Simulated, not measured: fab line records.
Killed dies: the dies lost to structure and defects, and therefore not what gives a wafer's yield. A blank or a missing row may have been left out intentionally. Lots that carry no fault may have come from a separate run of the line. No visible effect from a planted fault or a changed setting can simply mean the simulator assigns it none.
Which of the tools did it? -- flow sky130 -- 11 lots, 33 wafers sampled, at 2 steps of a route of 708

WHAT THE GAUGES READ, wafer by wafer
SKY_VT_ADJUST_NCORE_OVL_MEAS_08.
lot,measured,on,VT_ADJUST_NCORE_OVL (nm)
L276,day 9 09:50,overlay-01,4.5 3.3 3.7
L275,day 9 10:59,overlay-01,-0.2 -0.1 -0.7
L277,day 9 21:43,overlay-02,2.8 1.4 2.2
L278,day 10 00:26,overlay-01,1.0 1.0 0.9
L279,day 10 07:41,overlay-02,1.9 2.0 0.9
L280,day 10 16:13,overlay-02,1.3 0.0 1.0
L281,day 11 02:07,overlay-02,0.4 1.9 1.4
L284,day 11 20:40,overlay-02,1.0 0.7 0.2
L289,day 13 21:05,overlay-01,208.2 207.9 206.3
L290,day 14 09:43,overlay-01,206.3 208.0 208.0
L293,day 14 17:32,overlay-02,-0.2 -0.7 -0.4

EACH LOT AND THE TOOL THAT RAN IT (in order: tool; ch and the chambers of the sampled wafers; start)
lot,SKY_VT_ADJUST_NCORE_EXPOSE_04
L276,"iline-stepper-01 ch 0, day 8 22:53"
L275,"iline-stepper-02 ch 0, day 9 00:26"
L277,"iline-stepper-01 ch 0, day 9 10:52"
L278,"iline-stepper-01 ch 0, day 9 12:44"
L279,"iline-stepper-01 ch 0, day 9 20:35"
L280,"iline-stepper-01 ch 0, day 10 05:08"
L281,"iline-stepper-02 ch 0, day 10 13:52"
L284,"iline-stepper-01 ch 0, day 11 08:30"
L289,"iline-stepper-01 ch 0, day 13 09:11"
L290,"iline-stepper-01 ch 0, day 13 20:26"
L293,"iline-stepper-02 ch 0, day 14 05:14"
- SKY_VT_ADJUST_NCORE_EXPOSE_04: exposes mask LVTN COMPLEMENT THIN, target cd 380 nm.

THE ANSWER, worked out from the rows above alone
Rule: what is usual is taken from the lots themselves. The widest of any qualifying gaps counts: lots, ordered by their means at a reading, are off when they make up no more than a third of the lots, leave a main group of 4 or more, and stand apart from it by 3 or more times the standard deviation of that group's means. Not used: any main group whose means are identical at the precision the tables above print for the reading. Also off: a lot with no number at a reading for which 4 or more lots have one. The other lots that the step has rows for count as sound.
Off: L289, L290, seen at SKY_VT_ADJUST_NCORE_OVL_MEAS_08 (VT_ADJUST_NCORE_OVL). The main group: mean 1.2 nm, standard deviation 1.2.
A tool fits if, at a process step before that reading, it ran every lot that is off, and no sound lot after the first of them. Those tools and the gauges at SKY_VT_ADJUST_NCORE_OVL_MEAS_08 are tried in the same way. Can't be told from this: 2 tools fit, iline-stepper-01 at SKY_VT_ADJUST_NCORE_EXPOSE_04, overlay-01 at SKY_VT_ADJUST_NCORE_OVL_MEAS_08.

WHAT THE SIMULATOR PUT IN
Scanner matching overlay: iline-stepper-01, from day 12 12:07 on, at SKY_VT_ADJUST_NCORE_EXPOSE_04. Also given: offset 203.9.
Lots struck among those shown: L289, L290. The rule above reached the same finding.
